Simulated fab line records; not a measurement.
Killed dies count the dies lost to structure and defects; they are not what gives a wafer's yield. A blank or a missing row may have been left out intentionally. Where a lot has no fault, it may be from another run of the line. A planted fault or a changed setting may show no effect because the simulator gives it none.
fab line records | flow sky130
[record] lots = 7 wafers = 21 last-day = 50
route steps=708 shown METAL4@627 VIA4@639 PAD_OPEN@708
lots with no fault: from the same line, run without faults
start-h: hours from the record's opening day to when the first of the lot's shown wafers began | wait-h: hours elapsed since this lot's preceding step | " identical to the entry in the row above | L1.1+2: one row covering several wafers at once | - either no value or no given start | * or withheld: withheld | < > ~ a bound
route shown NAME@n: names a module that has steps shown in the file, with the first one's number in the route | usual: mean/standard deviation taken from wafers without a fault | same: alike in all rows | chamber/n: place in a boat | sites: the reading at each site | _std_site: standard deviation of those values | _edge_site: inner sites' mean taken away from outer sites' mean | radius-mm: how far each site lies from the wafer's centre | mask NAME#n: copy n | behind: the tool/chamber that last shaped the wafer | hold: why the lot was held/for how many hours/how that ended | device: names the non-switching transistor (n, p or np) | end of line: the tests these same wafers got at the end of their route | for a step that has no rows: nothing shown but its recipe | killed: dies lost to structure and defects at the first sort, not the wafer's yield | map: a wafer's dies, marking killed ones x, the rest . and places with no die _
set.NAME: the run value of the setting; set.NAME@STEP: its run value at that earlier step | model.NAME: the simulator's own value behind a step, which no gauge read
lots at selected steps of the route; one table per step, one row per wafer
services: the hour from which a tool's chamber was out of use, counted from the record's first day as start-h (under 0 if before that day), plus the number of hours and why
[[steps]]
[step SKY_METAL4_PEB_11]
[recipe] peb-temp-c = withheld peb-time-s = withheld resist = KrF-thick
[step SKY_METAL4_DEVELOP_12]
[recipe] develop-time-s = 60 resist = KrF-thick dev-temp-c = 21
[step SKY_METAL4_CD_MEAS_13]
[recipe] target-cd-nm = 300
[usual] cd-nm = 300.1/1.6
// columns lot.wafer tool chamber start-h wait-h cd-nm
L366.2 cd-sem-02 - 995.88 - 298.7
L366.4 " - " " 298.6
L366.5 " - " " 298.3
L367.3 cd-sem-02 - 1016.09 - 301.5
L367.4 " - " " 300.7
L367.6 " - " " 300.8
L373.1 cd-sem-02 - 1051.67 - 298.4
L373.2 " - " " 298.4
L373.5 " - " " 299.9
L374.2 cd-sem-01 - 1057.24 - 303.8
L374.4 " - " " 304.9
L374.6 " - " " 303.1
L375.3 cd-sem-01 - 1059.91 - 300.3
L375.4 " - " " 301.1
L375.5 " - " " 298.4
L384.1 cd-sem-02 - 1114.97 - 298.3
L384.2 " - " " 296.9
L384.6 " - " " 298.1
L385.1 cd-sem-02 - 1116.77 - 299.8
L385.3 " - " " 298.8
L385.5 " - " " 299.6
[step SKY_METAL4_OVL_MEAS_14]
[usual] METAL4_OVL = 1/5.4
// columns lot.wafer tool chamber start-h wait-h METAL4_OVL[nm]
L366.2 overlay-01 - 995.99 0.1 -11
L366.4 " - " " -4
L366.5 " - " " 1
L367.3 overlay-01 - 1016.18 0.1 9
L367.4 " - " " 2
L367.6 " - " " -1
L373.1 overlay-01 - 1051.79 0.1 3
L373.2 " - " " 15
L373.5 " - " " 2
L374.2 overlay-01 - 1057.35 0.1 14
L374.4 " - " " 4
L374.6 " - " " 4
L375.3 overlay-01 - 1060.00 0.1 4
L375.4 " - " " -13
L375.5 " - " " 3
L384.1 overlay-01 - 1115.09 0.1 11
L384.2 " - " " -3
L384.6 " - " " -6
L385.1 overlay-02 - 1116.89 0.1 3
L385.3 " - " " -6
L385.5 " - " " 2
[step SKY_METAL4_DESCUM_15]
[recipe] chemistry = O2 source-power-w = 150 bias-power-w = 0 pressure-mtorr = 10 temp-c = 40 time-s = 8
[usual] drypump-motor-current-A = 5.51/0.26 oes-product-au = 1.001/0.0096
// columns lot.wafer tool chamber start-h wait-h drypump-motor-current-A oes-product-au rf-hours-counter-h
L366.2 rie-metal-04 0 996.02 0.0 5.60 0.996 15
L366.4 " 1 " " 4.96 0.994 -
L366.5 " 1 " " 4.97 0.982 -
L367.3 rie-metal-04 1 1016.22 0.0 4.98 0.998 -
L367.4 " 0 " " 5.56 1.019 -
L367.6 " 1 " " 4.98 0.995 -
L373.1 rie-metal-03 1 1051.83 0.0 5.53 0.994 1
L373.2 " 0 " " 5.76 1.009 13
L373.5 " 1 " " 5.55 0.987 -
L374.2 rie-metal-03 1 1057.38 0.0 5.54 0.995 2
L374.4 " 1 " " 5.54 0.990 -
L374.6 " 0 " " 5.77 0.992 -
L375.3 rie-metal-03 1 1060.03 0.0 5.52 0.996 -
L375.4 " 0 " " 5.79 1.006 -
L375.5 " 1 " " 5.51 0.984 -
L384.1 rie-metal-01 0 1115.12 0.0 5.29 1.009 3
L384.2 " 1 " " 5.67 1.004 22
L384.6 " 0 " " 5.29 1.004 -
L385.1 rie-metal-01 0 1116.92 0.0 5.31 1.005 3
L385.3 " 1 " " 5.70 0.986 -
L385.5 " 0 " " 5.28 0.996 -
[step SKY_METAL4_ETCH_16]
[recipe] chemistry = N2/H2 target = BARC ion-energy-ev = 200 bias-w = 100 pressure-mtorr = 30 n2-flow-sccm = 100 h2-flow-sccm = 200 icp-w = 500 stop-on = SiO2 time-s = 88.2 target-depth-a = 600
[usual] drypump-motor-current-A = 5.52/0.27 oes-product-au = 0.626/0.0047 throttle-valve-pct = 13.206/0.009
// columns lot.wafer tool chamber start-h wait-h drypump-motor-current-A oes-product-au rf-hours-counter-h throttle-valve-pct
L366.2 rie-metal-04 0 996.05 0.0 5.60 0.622 15 13.204
L366.4 " 1 " " 4.96 0.628 - 13.200
L366.5 " 1 " " 4.95 0.626 - 13.224
L367.3 rie-metal-04 1 1016.27 0.0 4.99 0.626 - 13.196
L367.4 " 0 " " 5.59 0.629 - 13.221
L367.6 " 1 " " 4.94 0.618 - 13.196
L373.1 rie-metal-03 1 1051.86 0.0 5.51 0.629 1 13.189
L373.2 " 0 " " 5.84 0.639 13 13.212
L373.5 " 1 " " 5.53 0.622 - 13.205
L374.2 rie-metal-03 1 1057.41 0.0 5.55 0.627 2 13.215
L374.4 " 1 " " 5.54 0.620 - 13.208
L374.6 " 0 " " 5.79 0.627 - 13.204
L375.3 rie-metal-03 1 1060.09 0.0 5.52 0.625 - 13.210
L375.4 " 0 " " 5.79 0.626 - 13.195
L375.5 " 1 " " 5.52 0.619 - 13.207
L384.1 rie-metal-01 0 1115.16 0.0 5.30 0.626 3 13.212
L384.2 " 1 " " 5.69 0.630 22 13.221
L384.6 " 0 " " 5.32 0.629 - 13.217
L385.1 rie-metal-01 0 1116.95 0.0 5.29 0.625 3 13.203
L385.3 " 1 " " 5.70 0.624 - 13.209
L385.5 " 0 " " 5.29 0.624 - 13.209
[step SKY_METAL4_ETCH_17]
[recipe] target = SiO2 stop-on = TiN chemistry = C4F8/O2/Ar source-w = 1500 bias-w = 1200 pressure-mtorr = 40 c4f8-flow-sccm = withheld O2_flow_sccm = 6 Ar_flow_sccm = 300 time-s = 3.9 target-depth-a = 150
[usual] oes-product-au = 0.756/0.0093
// columns lot.wafer tool chamber start-h wait-h oes-product-au rf-hours-counter-h
L366.2 rie-diel-04 2 996.15 0.1 0.752 10
L366.4 " 1 " " 0.777 7
L366.5 " 1 " " 0.769 -
L367.3 rie-diel-02 0 1016.34 0.0 0.772 11
L367.4 " 1 " " 0.758 12
L367.6 " 3 " " 0.774 -
L373.1 rie-diel-02 1 1051.96 0.1 0.756 13
L373.2 " 3 " " 0.757 13
L373.5 " 2 " " 0.748 -
L374.2 rie-diel-01 3 1057.51 0.1 0.750 20
L374.4 " 1 " " 0.755 21
L374.6 " 3 " " 0.745 -
L375.3 rie-diel-01 1 1060.15 0.0 0.749 21
L375.4 " 2 " " 0.747 3
L375.5 " 1 " " 0.751 -
L384.1 rie-diel-01 0 1115.26 0.1 0.763 18
L384.2 " 3 " " 0.752 22
L384.6 " 1 " " 0.772 -
L385.1 rie-diel-04 1 1117.05 0.1 0.763 11
L385.3 " 0 " " 0.771 22
L385.5 " 3 " " 0.773 -
[step SKY_METAL4_METAL_ETCH_18]
[recipe] target-depth-a = 8450 stop-on = SiO2 over-etch-frac = 0.3 time-s = 183.1 chemistry = Cl2/BCl3 resist-sidewall-deg = 88 pressure-mtorr = 10 icp-w = 900 bias-w = 48.5 Cl2_flow_sccm = 60 bcl3-flow-sccm = 30
[usual] drypump-motor-current-A = 5.50/0.29 oes-product-au = 0.865/0.0058 throttle-valve-pct = 22.264/0.0096
// columns lot.wafer tool chamber start-h wait-h drypump-motor-current-A oes-product-au rf-hours-counter-h throttle-valve-pct
L366.2 rie-metal-01 0 996.17 0.0 5.29 0.876 20 22.275
L366.4 " 0 " " 5.29 0.871 - 22.258
L366.5 " 0 " " 5.28 0.865 - 22.238
L367.3 rie-metal-03 0 1016.48 0.1 5.79 0.871 - 22.257
L367.4 " 0 " " 5.79 0.866 - 22.266
L367.6 " 0 " " 5.76 0.869 - 22.272
L373.1 rie-metal-01 1 1051.97 0.0 5.68 0.859 16 22.269
L373.2 " 1 " " 5.69 0.860 - 22.262
L373.5 " 1 " " 5.67 0.862 - 22.254
L374.2 rie-metal-04 1 1057.52 0.0 4.98 0.874 15 22.257
L374.4 " 0 " " 5.61 0.853 - 22.260
L374.6 " 0 " " 5.65 0.863 - 22.260
L375.3 rie-metal-04 1 1060.23 0.1 4.96 0.865 - 22.258
L375.4 " 0 " " 5.62 0.862 - 22.266
L375.5 " 0 " " 5.64 0.870 - 22.285
L384.1 rie-metal-04 1 1115.27 0.0 4.97 0.873 19 22.272
L384.2 " 0 " " 5.61 0.858 23 22.263
L384.6 " 0 " " 5.59 0.869 - 22.252
L385.1 rie-metal-03 1 1117.07 0.0 5.49 0.857 6 22.290
L385.3 " 0 " " 5.77 0.862 - 22.262
L385.5 " 0 " " 5.75 0.863 - 22.270
[step SKY_METAL4_STRIP_19]
[recipe] chemistry = O2/N2 power-w = 1400 pressure-mtorr = 1500 platen-temp-c = withheld o2-flow-sccm = 3000 n2-flow-sccm = 300 overash-fraction = 0.5
[step SKY_METAL4_STRIP_20]
[recipe] chemistry = post-etch-residue-remover time-s = 1200 temp-c = 72.5
[step SKY_METAL4_CLEAN_21]
[recipe] chemistry = IPA time-s = 180 temp-c = 25
[step SKY_METAL4_CLEAN_22]
[recipe] chemistry = O3/DIW dry = n2-spin
[step SKY_VIA4_HDPCVD_00]
[recipe] material = SiO2 target-thk-nm = 1750 sigma-open-frac = 0.3 time-s = 291.7 temp-c = 400 sih4-flow-sccm = 60 pressure-mtorr = 6
[usual] sih4-flow-sccm = 60.03/0.18
// columns lot.wafer tool chamber start-h wait-h sih4-flow-sccm model.SiO2_of_VIA4_HDPCVD_00.thk-nm
L366.2 hdpcvd-02 2 996.94 0.0 60.23 1757
L366.4 " 1 " " 59.83 1765
L366.5 " 2 " " 60.37 1763
L367.3 hdpcvd-01 2 1017.31 0.0 59.75 1806
L367.4 " 0 " " 59.76 1723
L367.6 " 2 " " 59.74 1801
L373.1 hdpcvd-01 0 1052.92 0.0 60.14 1304
L373.2 " 2 " " 60.13 1800
L373.5 " 1 " " 59.74 1316
L374.2 hdpcvd-01 1 1058.30 0.0 60.54 1727
L374.4 " 2 " " 59.88 1349
L374.6 " 1 " " 60.13 1766
L375.3 hdpcvd-01 1 1060.94 0.0 59.78 1730
L375.4 " 2 " " 60.22 1351
L375.5 " 0 " " 60.18 1282
L384.1 hdpcvd-02 2 1116.05 0.0 59.91 1735
L384.2 " 0 " " 59.95 1758
L384.6 " 1 " " 59.84 1754
L385.1 hdpcvd-01 2 1117.84 0.0 59.96 1800
L385.3 " 0 " " 60.07 1731
L385.5 " 1 " " 60.00 1766
[step SKY_VIA4_THK_MEAS_01]
[recipe] reads = SiO2_of_VIA4_HDPCVD_00
[usual] VIA4_HDPCVD_THK = 1753/25
// columns lot.wafer tool chamber start-h wait-h hold VIA4_HDPCVD_THK[nm]
L366.2 film-metro-01 - 997.13 0.1 - 1758
L366.4 " - " " - 1764
L366.5 " - " " - 1764
L367.3 film-metro-01 - 1017.51 0.1 - 1804
L367.4 " - " " - 1723
L367.6 " - " " - 1802
L373.1 film-metro-04 - 1053.10 0.1 await-dispo/0.2h/release 1304
L373.2 " - " " await-dispo/0.2h/release 1800
L373.5 " - " " await-dispo/0.2h/release 1316
L373.1 film-metro-04 - 1053.33 0.2 - 1304
L373.2 " - " " - 1800
L373.5 " - " " - 1316
L374.2 film-metro-02 - 1058.49 0.1 await-dispo/0.2h/release 1727
L374.4 " - " " await-dispo/0.2h/release 1349
L374.6 " - " " await-dispo/0.2h/release 1765
L374.2 film-metro-02 - 1058.72 0.2 - 1728
L374.4 " - " " - 1350
L374.6 " - " " - 1765
L375.3 film-metro-04 - 1061.14 0.1 await-dispo/0.2h/release 1730
L375.4 " - " " await-dispo/0.2h/release 1350
L375.5 " - " " await-dispo/0.2h/release 1282
L375.3 film-metro-04 - 1061.37 0.2 - 1730
L375.4 " - " " - 1350
L375.5 " - " " - 1283
L384.1 film-metro-01 - 1116.23 0.1 - 1735
L384.2 " - " " - 1758
L384.6 " - " " - 1755
L385.1 film-metro-01 - 1118.02 0.1 - 1799
L385.3 " - " " - 1731
L385.5 " - " " - 1765
[step SKY_VIA4_CMP_02]
[recipe] material = SiO2 down-force-psi = 4 platen-rpm = 60 pad-velocity-m-s = 0.94248
[usual] head-pressure-psi = 3.999/0.008 motor-current-A = 11.4/0.91
// columns lot.wafer tool chamber start-h wait-h hold head-pressure-psi motor-current-A
L366.2 cmp-02 3 997.23 0.1 - 4.002 11.6
L366.4 " 0 " " - 3.992 10.8
L366.5 " 3 " " - 3.994 11.7
L367.3 cmp-01 2 1017.65 0.1 - 4.003 10.8
L367.4 " 1 " " - 4.002 10.5
L367.6 " 3 " " - 4.006 12.4
L373.2 cmp-01 1 1055.29 1.9 await-dispo/1.7h/release 4.000 10.7
L373.1 " 0 " " await-dispo/1.7h/release 4.007 13.0
L373.5 " 2 " " await-dispo/1.7h/release 4.022 10.6
L374.4 cmp-02 3 1060.26 1.5 await-dispo/1.2h/release 3.997 12.0
L374.2 " 0 " " await-dispo/1.2h/release 3.998 9.7
L374.6 " 1 " " await-dispo/1.2h/release 3.998 12.2
L375.3 cmp-02 3 1066.57 5.2 await-dispo/5.2h/release 3.996 11.5
L375.4 " 1 " " await-dispo/5.2h/release 3.995 12.3
L375.5 " 3 " " await-dispo/5.2h/release 3.987 11.3
L384.1 cmp-01 0 1116.34 0.1 - 4.003 12.0
L384.2 " 2 " " - 3.989 10.9
L384.6 " 3 " " - 4.000 12.3
L385.3 cmp-01 0 1118.08 0.0 - 4.011 11.9
L385.1 " 2 " " - 4.001 10.4
L385.5 " 0 " " - 4.008 12.7
[step SKY_PAD_OPEN_PROBE_99]
[usual] defect-limited-yield = 82.9/1.7 killed_at_M0_to_M3 = 42/6.1 killed_at_M4_up = 3.4/2 killed-at-contacts = 23/4.8 killed-at-front-end = 15/3.8 killed-at-other = 0.3/0.48 killed-dies = 84/8.5 killed-open = 46/6.8 killed-short = 38/6.2
[same] gross-dies = 492 killed-at-back-side = 0
// columns lot.wafer tool chamber start-h wait-h defect-limited-yield[%] killed_at_M0_to_M3 killed_at_M4_up killed-at-contacts killed-at-front-end killed-at-other killed-dies killed-open killed-short model.etest.tester.sort-n-pass model.etest.tester.sort-yield-pct model.etest.tester.sort_bin_3_pct model.etest.met5-comb.leak-log10-a-um model.etest.tester.sort_bin_8_pct
L366.2 prober-02 - 1089.94 0.1 80.5 48 5 21 21 1 96 40 56 396 80.49 1.626 -11.92 0
L366.4 prober-02 - 1090.04 0.2 82.9 45 6 22 11 0 84 44 40 408 82.93 0.6098 -11.98 0
L366.5 prober-02 - 1090.09 0.2 83.1 32 2 34 15 0 83 47 36 409 83.13 0.2033 -11.98 0
L367.3 prober-01 - 1110.64 0.2 78.9 49 3 29 23 0 104 62 42 388 78.86 1.423 -12.1 0
L367.4 prober-01 - 1110.69 0.2 81.5 41 4 29 16 1 91 58 33 401 81.5 0.813 -12.13 0
L367.6 prober-01 - 1110.79 0.2 81.3 54 7 17 14 0 92 49 43 400 81.3 1.016 -12.14 0
L373.1 prober-01 - 1140.59 0.1 82.9 42 8 19 15 0 84 42 42 353 71.75 12.19 -8.552 1.655e-06
L373.2 prober-01 - 1140.64 0.1 81.1 44 2 27 19 1 93 60 33 399 81.1 0.6098 -11.87 0
L373.5 prober-01 - 1140.79 0.2 86.0 31 2 23 13 0 69 41 28 380 77.24 9.146 -8.993 2.088e-05
L374.2 prober-02 - 1144.93 0.1 86.2 38 2 19 9 0 68 34 34 424 86.18 0.813 -11.94 0
L374.4 prober-02 - 1145.03 0.2 82.3 48 3 18 17 1 87 38 47 405 82.32 1.016 -11.17 0
L374.6 prober-02 - 1145.13 0.2 83.5 42 0 18 21 0 81 41 40 411 83.54 0.6098 -11.94 0
L375.3 prober-01 - 1146.83 0.2 84.3 29 3 25 20 0 77 40 37 415 84.35 0.6098 -11.87 0
L375.4 prober-01 - 1146.88 0.2 85.2 39 1 24 9 0 73 48 25 419 85.16 0.6098 -11.11 0
L375.5 prober-01 - 1146.93 0.2 84.6 41 6 18 11 0 76 41 35 331 67.28 18.7 -7.986 0.001197
L384.1 prober-01 - 1192.17 0.1 85.8 39 4 16 11 0 70 40 30 422 85.77 0.4065 -11.99 0
L384.2 prober-01 - 1192.22 0.1 83.1 41 1 25 16 0 83 35 48 409 83.13 0.813 -12.1 0
L384.6 prober-01 - 1192.42 0.2 80.3 47 4 25 20 1 97 53 43 395 80.28 0 -11.96 0
L385.1 prober-02 - 1194.33 0.1 83.1 41 8 21 13 0 83 45 38 409 83.13 0.6098 -12.2 0
L385.3 prober-02 - 1194.43 0.2 81.7 54 6 19 11 0 90 44 46 402 81.71 0.6098 -11.85 0
L385.5 prober-02 - 1194.53 0.2 84.1 44 3 14 17 0 78 40 38 414 84.15 1.22 -11.8 0
// killed by level:class
L366.2 METAL1:geometric-particle:short=11 POLY_GATE:geometric-particle:short=8 VIA2:geometric-particle:open=8 VIA1:geometric-particle:short=8 LI_CONTACT:geometric-particle:open=6 METAL2:geometric-particle:short=6 CONTACT:geometric-particle:open=6 VIA1:geometric-particle:open=6
L366.4 CONTACT:geometric-particle:open=9 VIA1:geometric-particle:open=9 VIA3:geometric-particle:open=8 METAL2:geometric-particle:short=6 METAL1:geometric-particle:short=6 LOCAL_INTERCONNECT:geometric-particle:short=5 FIELD_ISO:geometric-particle:short=4 LI_CONTACT:geometric-particle:open=4
L366.5 CONTACT:geometric-particle:open=14 METAL2:geometric-particle:short=8 LI_CONTACT:geometric-particle:open=8 LI_CONTACT:geometric-particle:short=5 VIA3:geometric-particle:open=5 POLY_GATE:geometric-particle:short=4 VIA2:geometric-particle:open=4 FIELD_ISO:geometric-particle:short=3
L367.3 CONTACT:geometric-particle:open=14 VIA1:geometric-particle:open=14 LI_CONTACT:geometric-particle:open=8 FIELD_ISO:geometric-particle:short=7 FIELD_ISO:geometric-particle:open=6 VIA1:geometric-particle:short=6 POLY_GATE:geometric-particle:open=6 VIA2:geometric-particle:open=5
L367.4 VIA1:geometric-particle:open=14 CONTACT:geometric-particle:open=11 LI_CONTACT:geometric-particle:open=6 CONTACT:geometric-particle:short=6 VIA3:geometric-particle:open=6 POLY_GATE:geometric-particle:open=5 FIELD_ISO:geometric-particle:open=4 FIELD_ISO:geometric-particle:short=4
L367.6 VIA1:geometric-particle:open=18 METAL1:geometric-particle:short=7 POLY_GATE:geometric-particle:open=6 LI_CONTACT:geometric-particle:open=6 METAL4:geometric-particle:short=6 VIA1:geometric-particle:short=5 VIA3:geometric-particle:open=5 METAL2:geometric-particle:short=4
L373.1 LI_CONTACT:geometric-particle:open=9 VIA1:geometric-particle:open=6 METAL4:geometric-particle:short=6 CONTACT:geometric-particle:open=6 METAL1:geometric-particle:short=6 VIA2:geometric-particle:short=6 VIA2:geometric-particle:open=6 FIELD_ISO:geometric-particle:short=5
L373.2 CONTACT:geometric-particle:open=12 VIA3:geometric-particle:open=10 VIA2:geometric-particle:open=10 LI_CONTACT:geometric-particle:open=9 FIELD_ISO:geometric-particle:open=7 VIA1:geometric-particle:open=6 FIELD_ISO:geometric-particle:short=4 CONTACT:geometric-particle:short=4
L373.5 VIA1:geometric-particle:open=11 CONTACT:geometric-particle:open=10 LI_CONTACT:geometric-particle:open=5 VIA2:geometric-particle:open=5 POLY_GATE:geometric-particle:short=4 METAL2:geometric-particle:short=4 LOCAL_INTERCONNECT:geometric-particle:short=3 METAL1:geometric-particle:short=3
L374.2 METAL1:geometric-particle:short=9 CONTACT:geometric-particle:open=8 LI_CONTACT:geometric-particle:open=5 VIA1:geometric-particle:open=5 VIA1:geometric-particle:short=5 METAL2:geometric-particle:short=4 CONTACT:geometric-particle:short=3 METAL1:geometric-particle:open=3
L374.4 METAL2:geometric-particle:short=12 VIA1:geometric-particle:open=9 VIA2:geometric-particle:open=8 POLY_GATE:geometric-particle:open=6 LI_CONTACT:geometric-particle:open=6 METAL1:geometric-particle:short=6 LOCAL_INTERCONNECT:geometric-particle:short=5 CONTACT:geometric-particle:short=5
L374.6 FIELD_ISO:geometric-particle:short=9 VIA1:geometric-particle:open=9 VIA3:geometric-particle:open=8 LI_CONTACT:geometric-particle:open=7 METAL2:geometric-particle:short=7 FIELD_ISO:geometric-particle:open=5 POLY_GATE:geometric-particle:short=5 CONTACT:geometric-particle:open=5
L375.3 CONTACT:geometric-particle:open=10 LOCAL_INTERCONNECT:geometric-particle:short=8 POLY_GATE:geometric-particle:short=6 VIA1:geometric-particle:open=6 VIA3:geometric-particle:open=6 POLY_GATE:geometric-particle:open=5 LI_CONTACT:geometric-particle:open=4 VIA2:geometric-particle:open=4
L375.4 VIA3:geometric-particle:open=10 CONTACT:geometric-particle:open=9 VIA2:geometric-particle:open=9 VIA1:geometric-particle:open=7 POLY_GATE:geometric-particle:open=5 LI_CONTACT:geometric-particle:open=5 CONTACT:geometric-particle:short=5 METAL1:geometric-particle:short=3
L375.5 VIA1:geometric-particle:open=12 CONTACT:geometric-particle:open=7 VIA2:geometric-particle:open=6 LI_CONTACT:geometric-particle:open=5 METAL4:geometric-particle:short=5 METAL1:geometric-particle:short=4 VIA1:geometric-particle:short=4 VIA2:geometric-particle:short=4
L384.1 VIA1:geometric-particle:open=12 CONTACT:geometric-particle:open=7 VIA2:geometric-particle:short=6 FIELD_ISO:geometric-particle:open=5 METAL2:geometric-particle:short=4 METAL1:geometric-particle:short=4 FIELD_ISO:geometric-particle:short=3 LI_CONTACT:geometric-particle:open=3
L384.2 VIA1:geometric-particle:short=8 LI_CONTACT:geometric-particle:open=7 CONTACT:geometric-particle:open=7 METAL2:geometric-particle:short=7 LOCAL_INTERCONNECT:geometric-particle:short=6 FIELD_ISO:geometric-particle:short=5 METAL1:geometric-particle:short=5 VIA2:geometric-particle:open=5
L384.6 VIA1:geometric-particle:open=15 VIA2:geometric-particle:open=10 CONTACT:geometric-particle:open=7 FIELD_ISO:geometric-particle:open=6 CONTACT:geometric-particle:short=6 LOCAL_INTERCONNECT:geometric-particle:short=6 POLY_GATE:geometric-particle:short=5 LI_CONTACT:geometric-particle:short=4
L385.1 VIA1:geometric-particle:open=9 VIA3:geometric-particle:open=7 LI_CONTACT:geometric-particle:open=6 CONTACT:geometric-particle:short=6 CONTACT:geometric-particle:open=6 VIA2:geometric-particle:open=6 FIELD_ISO:geometric-particle:short=5 POLY_GATE:geometric-particle:short=5
L385.3 VIA3:geometric-particle:open=13 METAL1:geometric-particle:short=8 METAL2:geometric-particle:short=8 VIA1:geometric-particle:open=7 VIA2:geometric-particle:open=7 VIA1:geometric-particle:short=6 CONTACT:geometric-particle:open=5 LOCAL_INTERCONNECT:geometric-particle:short=5
L385.5 VIA1:geometric-particle:open=10 VIA2:geometric-particle:open=8 VIA3:geometric-particle:open=6 CONTACT:geometric-particle:open=6 METAL1:geometric-particle:short=5 METAL2:geometric-particle:short=5 FIELD_ISO:geometric-particle:short=4 POLY_GATE:geometric-particle:open=4
[[services]]
// columns tool chamber start-h hours kind
hdpcvd-02 - 973.46 5.5 repair
rie-diel-02 0 974.20 7.0 repair
rie-diel-02 1 975.35 4.3 repair
cmp-02 - 986.37 7.9 pm
rie-metal-03 - 992.67 2.0 repair
rie-diel-01 - 1005.27 0.8 repair
rie-metal-03 1 1007.63 - clean
rie-metal-03 1 1007.63 21.1 scheduled-down
rie-metal-03 1 1007.63 21.1 vent-cycle
cmp-02 - 1030.35 15.0 pm
rie-diel-01 3 1040.79 7.2 repair
hdpcvd-02 2 1040.88 17.6 repair
rie-metal-01 0 1049.66 - clean
rie-metal-01 0 1049.66 20.1 scheduled-down
rie-metal-01 0 1049.66 20.1 vent-cycle
cmp-02 - 1051.01 0.7 repair
cmp-02 - 1057.14 1.4 repair
cmp-01 - 1059.04 3.9 pm
rie-diel-01 - 1065.98 0.5 repair
cmp-02 - 1069.56 0.3 repair
rie-diel-04 0 1075.39 5.1 repair
cmp-02 - 1084.11 4.0 pm
cmp-02 - 1088.11 - consumable-replace:conditioner
rie-diel-02 0 1106.02 1.5 repair
[[key]]
[first-sign] step = SKY_VIA4_THK_MEAS_01 reading = visit direction = added
[effect] step = SKY_VIA4_THK_MEAS_01 reading = VIA4_HDPCVD_THK direction = down sigmas = 18 usual = 1753 struck = 1320
[model-effect] step = SKY_VIA4_HDPCVD_00 value = SiO2_of_VIA4_HDPCVD_00.thk-nm without = 1752 struck = 1320
[model-effect] step = SKY_PAD_OPEN_PROBE_99 value = etest.tester.sort-n-pass without = 414.2 struck = 377.6
met-at SKY_VIA4_HDPCVD_00
struck-wafers L373.1,L373.5,L374.4,L375.4,L375.5
onset-between 1017.31 1052.92
[fault] kind = process-parameter-drift tool = hdpcvd-01 chamber = - onset-h = 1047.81 steps = SKY_VIA4_HDPCVD_00 channel = target-thk-nm offset = -431.56 shape = step end-h = 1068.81 scope = struck-wafers-only acts-in = these-recipes-only stated = 1750
